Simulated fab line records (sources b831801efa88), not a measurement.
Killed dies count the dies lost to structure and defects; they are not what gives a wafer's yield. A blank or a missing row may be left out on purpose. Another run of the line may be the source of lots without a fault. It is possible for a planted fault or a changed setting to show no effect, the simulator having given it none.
Which tool is to blame?    flow gf180mcu    Sampling: 12 lots, 36 wafers, 2 of 602 route steps

WHAT EACH GAUGE READ, for each wafer
GF_V5_THK_MEAS_01.
lot   measured      on             V5_CVD_00_THK (nm)
L146  day 26 14:58  film-metro-01  293.8 302.8 301.9
L147  day 26 19:02  film-metro-02  301.4 299.9 299.6
L148  day 27 07:39  film-metro-01  298.9 299.3 295.6
L151  day 28 10:08  film-metro-02  298.1 302.2 301.1
L152  day 28 18:26  film-metro-02  302.6 302.9 299.8
L153  day 28 21:09  film-metro-01  294.9 300.7 296.7
L155  day 29 16:38  film-metro-03  304.6 301.0 305.4
L156  day 29 19:10  film-metro-03  301.1 303.8 300.6
L157  day 30 03:46  film-metro-03  300.2 303.8 299.8
L162  day 31 07:29  film-metro-03  298.8 298.9 299.2
L163  day 31 12:11  film-metro-02  298.9 298.8 295.7
L167  day 32 11:08  film-metro-03  299.1 297.6 299.1

EACH LOT AND THE TOOL THAT RAN IT (in order: tool; ch and the chambers of the sampled wafers; start)
lot   GF_M2_SPUTTER_00
L146  pvd-sputter-03, day 18 11:29
L147  pvd-sputter-02, day 18 13:37
L148  pvd-sputter-01, day 19 04:47
L151  pvd-sputter-02, day 20 16:28
L152  pvd-sputter-01, day 21 00:35
L153  pvd-sputter-02, day 21 05:15
L155  pvd-sputter-02, day 22 00:11
L156  pvd-sputter-01, day 22 10:32
L157  pvd-sputter-02, day 22 21:07
L162  pvd-sputter-02, day 24 05:22
L163  pvd-sputter-02, day 24 11:51
L167  pvd-sputter-01, day 25 16:49
- GF_M2_SPUTTER_00: material Ti, target thk 37.5 nm, time 150 s.

WHAT THE TOOLS THEMSELVES READ (means of the sampled wafers that have a number; where no wafer has one, the mark that the record gives instead)
GF_M2_SPUTTER_00.
lot   tool            throttle-valve-pct (%)
L146  pvd-sputter-03  29.5
L147  pvd-sputter-02  30.4
L148  pvd-sputter-01  30.1
L151  pvd-sputter-02  30.4
L152  pvd-sputter-01  30.9
L153  pvd-sputter-02  29.7
L155  pvd-sputter-02  29.5
L156  pvd-sputter-01  30.5
L157  pvd-sputter-02  30.6
L162  pvd-sputter-02  29.8
L163  pvd-sputter-02  30.7
L167  pvd-sputter-01  30.3

THE ANSWER, worked out from the rows above alone
Rule: what is usual is taken from the lots themselves. The widest of any qualifying gaps counts: lots, ordered by their means at a reading, are off when they make up no more than a third of the lots, leave a main group of 4 or more, and stand apart from it by 3 or more times the standard deviation of that group's means. The tables above print the reading to a certain number of digits; a main group whose means all agree to those digits is not used. A lot without any number at a reading at which 4 lots or more have one is off too. The other lots that the step has rows for count as sound. After the gauges, taken in route order, come the tools' own readings; for these a lot's mean is taken, as printed above. The first step at which some lot is off is used, and at that step the reading that is off furthest; a lot without a number counts as furthest.
Nothing can be told from this: no lot is off at any reading shown.

WHAT HAD BEEN PUT IN BY THE SIMULATOR
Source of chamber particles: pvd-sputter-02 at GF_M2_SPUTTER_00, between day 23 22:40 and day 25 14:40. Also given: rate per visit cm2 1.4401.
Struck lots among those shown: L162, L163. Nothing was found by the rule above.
